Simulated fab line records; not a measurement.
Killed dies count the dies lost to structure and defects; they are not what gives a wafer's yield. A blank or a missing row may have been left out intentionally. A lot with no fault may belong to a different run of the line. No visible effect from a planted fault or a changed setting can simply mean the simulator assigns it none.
Which tool is to blame? | flow sky130 | 18 wafers from 6 lots sampled at 2 of the route's 708 steps

## WHAT EACH GAUGE READ, for each wafer
SKY_LDD_P_CD_MEAS_07: target cd 380 nm.
lot  | measured     | on        | cd-nm (nm)
L551 | day 18 22:32 | cd-sem-01 | 384.0 385.7 381.9
L555 | day 21 05:52 | cd-sem-01 | 375.7 376.6 376.5
L557 | day 22 01:11 | cd-sem-02 | 382.0 381.5 384.0
L561 | day 23 06:45 | cd-sem-01 | 350.6 351.4 352.4
L571 | day 26 19:00 | cd-sem-02 | 376.7 377.7 378.0
L573 | day 27 01:35 | cd-sem-01 | 380.1 382.0 379.6

## WHAT TOOL EACH LOT RAN ON (gives the tool, then ch and the chambers of the sampled wafers, and finally the start)
lot  | SKY_LDD_P_COAT_02
L551 | litho-track-03 ch 0, day 18 07:32
L555 | litho-track-02 ch 0, day 20 14:04
L557 | litho-track-02 ch 0, day 21 10:32
L561 | litho-track-01 ch 0, day 22 16:15
L571 | litho-track-01 ch 0, day 26 04:06
L573 | litho-track-02 ch 0, day 26 11:17
- SKY_LDD_P_COAT_02: resist thk 1140 nm.

## THE ANSWER, worked out from the rows above alone
Rule: the usual values come from the lots themselves. The widest of any qualifying gaps counts: lots, ordered by their means at a reading, are off when they make up no more than a third of the lots, leave a main group of 4 or more, and stand apart from it by 3 or more times the standard deviation of that group's means. If all means in a main group match to the digits the tables above print for the reading, that group is not used. Also off: a lot with no number at a reading for which 4 or more lots have one. Where the step has rows for the other lots, those lots are counted as sound.
Off: L561, at SKY_LDD_P_CD_MEAS_07 (cd-nm). Main group: mean 380.1 nm, sd 2.9.
A tool fits if, at a process step before that reading, it ran every lot that is off, and no sound lot after the first of them. The gauges at SKY_LDD_P_CD_MEAS_07 are tried like those tools. No candidate that was tried fits.

## WHAT THE SIMULATOR HAD INSERTED
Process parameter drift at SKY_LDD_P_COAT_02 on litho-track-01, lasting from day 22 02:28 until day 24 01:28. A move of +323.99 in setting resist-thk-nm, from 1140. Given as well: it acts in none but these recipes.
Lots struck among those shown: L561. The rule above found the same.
